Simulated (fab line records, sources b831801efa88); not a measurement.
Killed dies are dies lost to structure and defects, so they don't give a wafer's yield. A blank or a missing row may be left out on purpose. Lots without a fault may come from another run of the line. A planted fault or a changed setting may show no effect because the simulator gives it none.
fab line records | flow sky130
record lots=14 wafers=41 last_day=50
route steps=708 shown SD_P@326
lots that met no fault: from a run of the same line without faults
start_h: hours from the record's first day to the start of the lot's first wafer shown | wait_h: hours since the lot's step before | " the same as in the row above | L1.1+2: a row that stands for several wafers | - no value, or no start given | * or withheld: withheld | < > ~ a bound
route shown NAME@n: a module of which the file shows steps, and the number in the route of the first | usual: mean/standard deviation of fault-free wafers | same: alike in all rows | chamber/n: place in a boat | sites: the reading at each site | _std_site: their standard deviation | _edge_site: outer sites' mean less inner sites' | radius_mm: how far each site lies from the wafer's centre | mask NAME#n: copy n | behind: the tool/chamber that last shaped the wafer | hold: why the lot was held/for how many hours/how that ended | device: the transistor (n, p or np) that didn't switch | end of line: the same wafers' tests at the end of the route | a step without rows: its recipe alone | killed: dies lost to structure and defects at the first sort, not the wafer's yield | map: a wafer's dies, x killed, . not, _ none there
set.NAME: the setting as run; set.NAME@STEP: as run at that earlier step | model.NAME: the simulator's own value behind a step, which no gauge read
steps of the route over a sample of lots; a table a step, a row a wafer
## steps
# step SKY_SD_P_DEVELOP_06
# recipe resist=NOVOLAK developer=TMAH develop_time_s=60 dev_temp_c=23
# usual developer_temp_C=23.01/0.12
# columns lot.wafer tool chamber start_h wait_h developer_temp_C
L701.1 litho_track-04 0 605.96 0.1 23.00
L701.2 " 0 " " 23.02
L701.3 " 0 " " 23.10
L704.1 litho_track-01 0 631.62 0.1 22.96
L704.3 " 0 " " 23.04
L704.4 " 0 " " 22.89
L703.1 litho_track-03 0 633.14 0.1 23.03
L703.4 " 0 " " 23.18
L703.6 " 0 " " 23.14
L706.1 litho_track-04 0 645.96 0.1 23.18
L706.2 " 0 " " 23.09
L706.6 " 0 " " 22.97
L705.2 litho_track-03 0 648.52 0.1 23.07
L705.5 " 0 " " 22.91
L705.6 " 0 " " 22.89
L708.1 litho_track-03 0 659.89 0.1 22.96
L708.4 " 0 " " 22.96
L708.6 " 0 " " 22.94
L709.1 litho_track-01 0 670.62 0.1 22.99
L709.2 " 0 " " 23.07
L709.4 " 0 " " 23.02
L710.2 litho_track-01 0 682.49 0.1 22.98
L710.4 " 0 " " 23.07
L710.5 " 0 " " 23.00
L711.1 litho_track-03 0 682.79 0.1 22.92
L711.3 " 0 " " 22.91
L711.5 " 0 " " 22.88
L712.3 litho_track-01 0 685.57 0.1 22.69
L712.4 " 0 " " 22.96
L712.5 " 0 " " 22.77
L713.3 litho_track-01 0 693.22 0.1 23.02
L713.4 " 0 " " 23.02
L713.5 " 0 " " 22.93
L716.4 litho_track-04 0 727.59 0.1 23.07
L716.6 " 0 " " 23.05
L723.4 litho_track-04 0 757.84 0.1 22.87
L723.5 " 0 " " 22.84
L723.6 " 0 " " 22.91
L724.2 litho_track-03 0 765.92 0.1 22.88
L724.3 " 0 " " 22.89
L724.6 " 0 " " 22.95
# step SKY_SD_P_CD_MEAS_07
# recipe target_cd_nm=380
# usual cd_nm=379.6/2.8
# columns lot.wafer tool chamber start_h wait_h cd_nm
L701.1 cd_sem-01 - 606.18 0.2 377.6
L701.2 " - " " 379.8
L701.3 " - " " 378.5
L704.1 cd_sem-01 - 631.77 0.1 382.4
L704.3 " - " " 382.1
L704.4 " - " " 381.1
L703.1 cd_sem-01 - 633.29 0.1 382.8
L703.4 " - " " 383.2
L703.6 " - " " 382.6
L706.1 cd_sem-01 - 646.11 0.1 376.8
L706.2 " - " " 376.4
L706.6 " - " " 377.1
L705.2 cd_sem-02 - 648.66 0.1 382.3
L705.5 " - " " 380.1
L705.6 " - " " 381.9
L708.1 cd_sem-02 - 660.04 0.1 380.9
L708.4 " - " " 377.9
L708.6 " - " " 377.3
L709.1 cd_sem-02 - 670.77 0.1 375.3
L709.2 " - " " 375.6
L709.4 " - " " 379.3
L710.2 cd_sem-01 - 682.64 0.1 380.1
L710.4 " - " " 382.2
L710.5 " - " " 381.1
L711.1 cd_sem-02 - 682.94 0.1 381.9
L711.3 " - " " 381.4
L711.5 " - " " 383.9
L712.3 cd_sem-01 - 685.71 0.1 376.2
L712.4 " - " " 376.6
L712.5 " - " " 377.3
L713.3 cd_sem-01 - 693.36 0.1 383.6
L713.4 " - " " 381.3
L713.5 " - " " 384.1
L716.4 cd_sem-01 - 727.72 0.1 346.1
L716.6 " - " " 349.7
L723.4 cd_sem-01 - 757.97 0.1 341.3
L723.5 " - " " 376.5
L723.6 " - " " 340.9
L724.2 cd_sem-01 - 766.06 0.1 380.3
L724.3 " - " " 379.6
L724.6 " - " " 379.6
## key
first_sign step=SKY_SD_P_CD_MEAS_07 reading=cd_nm direction=down sigmas=12 usual=379.6 struck=344.5
effect none on later readings
met_at SKY_SD_P_DEVELOP_06
struck_lots L716,L723
struck_wafers L716.4,L716.6,L723.4,L723.6
tester_left_out L716,L723
onset_between 645.96 727.59
fault kind=process_parameter_drift tool=litho_track-04 chamber=- onset_h=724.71 steps=SKY_SD_P_DEVELOP_06 channel=develop_time_s offset=* shape=step end_h=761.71 scope=struck_wafers_only acts_in=* stated=*
# tester_left_out: of these lots the tester's yield and bins aren't shown, on N5 and GAA mostly nor the transistor test; their killed dies are dies lost to structure and defects alone, not to doping, threshold or leakage, so they don't give the yield
